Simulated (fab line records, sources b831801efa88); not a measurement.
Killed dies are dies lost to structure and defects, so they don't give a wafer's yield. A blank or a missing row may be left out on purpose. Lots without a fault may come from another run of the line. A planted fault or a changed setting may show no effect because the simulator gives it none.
One fault seen from 2 desks | flow gf180mcu | each desk has only its own numbers; what lay behind them comes last

THE TOOL OWNER'S DESK: hdpcvd-02
The tool's own readings at GF_CONTACT_CVD_00 (deposits SiO2, target thk 300 nm, time 50 s): means of the sampled wafers that have a number, for each lot that ran on this tool. A lot is out of limits, marked OUT, if its mean lies more than 4 standard deviations from the usual mean; the brackets give that distance.
Columns: A = sih4_flow_sccm at GF_CONTACT_CVD_00, usual 59.98 sccm
lot  | first seen here | A
L469 | day 17 15:15    | 59.86
L473 | day 18 23:28    | 60.49
L476 | day 19 23:14    | 59.95
L480 | day 21 07:47    | 52.08 (-44) OUT
L482 | day 22 09:08    | 55.97 (-22) OUT
This desk's finding: out of limits on L480, L482; first on L480, day 21 07:47 (sih4_flow_sccm at GF_CONTACT_CVD_00). In limits: L469, L473, L476.

THE METROLOGY DESK
What the gauges read, lot by lot, whatever tool the lot ran on: means of the sampled wafers that have a number. A lot is out of limits, marked OUT, if its mean lies more than 4 standard deviations from the usual mean; the brackets give that distance.
Columns: A = CONTACT_CVD_00_THK at GF_CONTACT_THK_MEAS_01, usual 299 nm
lot  | first seen here | A
L463 | day 15 02:14    | 301
L464 | day 15 18:15    | 302
L466 | day 16 03:20    | 302
L467 | day 16 18:25    | 300
L469 | day 17 15:19    | 299
L473 | day 18 23:31    | 292
L476 | day 19 23:17    | 296
L480 | day 21 07:51    | 258 (-13) OUT
L483 | day 22 08:51    | 300
L482 | day 22 09:11    | 279 (-6.6) OUT
L484 | day 22 14:25    | 297
L486 | day 23 08:00    | 294
This desk's finding: out of limits on L480, L482; first on L480, day 21 07:51 (CONTACT_CVD_00_THK at GF_CONTACT_THK_MEAS_01). In limits: L463, L464, L466, L467, L469, L473, L476, L483, L484, L486.

PUT TOGETHER
The tool owner's desk could have raised an alarm at day 21 07:47, on L480, L482.
The metrology desk could have raised an alarm at day 21 07:51, on L480, L482.
Of the lots named, all ran GF_CONTACT_CVD_00 on hdpcvd-02.

WHAT THE SIMULATOR HAD PUT IN
Process parameter drift: hdpcvd-02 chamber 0, from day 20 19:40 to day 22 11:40, at GF_CONTACT_CVD_00. Setting sih4_flow_sccm, moved by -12, from 60. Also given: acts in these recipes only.
Lots struck among those shown: L480, L482.
Hours from the fault's start to each desk's first reading out of limits: the tool owner's desk, 12; the metrology desk, 12.
